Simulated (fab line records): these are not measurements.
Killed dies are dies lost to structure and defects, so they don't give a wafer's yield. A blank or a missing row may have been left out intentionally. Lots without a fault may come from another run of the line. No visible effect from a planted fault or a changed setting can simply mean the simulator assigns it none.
Which tool did it? ; flow sky130 ; 36 wafers from 12 lots sampled at 2 of the route's 708 steps

== WHAT THE GAUGES SHOWED, per wafer ==
SKY_SONOS_ONO_THK_MEAS_01.
lot;measured;on;SONOS_ONO_OXIDATION_THK (nm)
L624;day 11 05:23;filmMetro-03;2.62 2.66 2.66
L625;day 11 21:18;filmMetro-04;2.71 2.71 2.63
L630;day 13 11:09;filmMetro-03;2.65 2.61 2.66
L631;day 13 15:04;filmMetro-02;2.64 2.64 2.67
L632;day 13 23:20;filmMetro-03;2.63 2.58 2.61
L637;day 15 21:39;filmMetro-03;2.57 2.50 2.59
L640;day 17 04:17;filmMetro-04;2.57 2.55 2.55
L641;day 17 05:10;filmMetro-02;2.58 2.64 2.57
L642;day 17 17:07;filmMetro-02;2.60 2.60 2.61
L644;day 18 05:03;filmMetro-03;2.58 2.58 2.56
L647;day 19 21:55;filmMetro-04;2.60 2.62 2.60
L646;day 20 00:06;filmMetro-04;2.62 2.56 2.66

SKY_SONOS_ONO_THK_MEAS_03.
lot;measured;on;SONOS_ONO_CVD_02_THK (nm)
L624;day 11 07:20;filmMetro-04;10.42 10.50 10.39
L625;day 11 22:25;filmMetro-04;10.66 10.50 10.65
L630;day 13 18:51;filmMetro-04;10.57 10.49 10.51
L631;day 13 18:52;filmMetro-03;10.51 10.35 10.26
L632;day 14 02:04;filmMetro-02;10.68 10.76 10.64
L637;day 15 22:46;filmMetro-02;10.41 10.44 10.41
L640;day 17 05:53;filmMetro-03;10.58 10.45 10.51
L641;day 17 06:56;filmMetro-02;10.44 10.51 10.42
L642;day 17 20:28;filmMetro-04;10.18 10.25 10.39
L644;day 18 08:01;filmMetro-04;10.47 10.49 10.54
L647;day 19 23:25;filmMetro-04;10.50 10.32 10.49
L646;day 20 03:11;filmMetro-02;10.44 10.49 10.49

== WHAT TOOL EACH LOT RAN ON (gives the tool, then ch and the chambers of the sampled wafers, and finally the start) ==
There is no process step in the record ahead of these readings.

== AS READ BY THE TOOLS THEMSELVES (means over the sampled wafers that have a number; for cases with no such wafer, the mark the record gives instead) ==
The record holds no such reading with a usual standard deviation.

== THE ANSWER, worked out from the rows above alone ==
Rule: the lots themselves supply what counts as usual. Put in order of their means at a reading, lots are off if they are a third of the lots or fewer, leave a main group of 4 or more, and stand apart from it by a gap of 3 or more times the standard deviation of the main group's means; of several such gaps the widest counts. The tables above print the reading to a certain number of digits; a main group whose means all agree to those digits is not used. Also off: a lot with no number at a reading for which 4 or more lots have one. Where the step has rows for the other lots, those lots are counted as sound. First the gauges in route order, then the tools' own readings, where a lot's mean is used as printed above. The first step at which some lot is off is used, and at that step the reading that is off furthest; a lot without a number counts as furthest.
No lot is off at any reading shown: from this, nothing can be told.

== WHAT THE SIMULATOR HAD PUT IN ==
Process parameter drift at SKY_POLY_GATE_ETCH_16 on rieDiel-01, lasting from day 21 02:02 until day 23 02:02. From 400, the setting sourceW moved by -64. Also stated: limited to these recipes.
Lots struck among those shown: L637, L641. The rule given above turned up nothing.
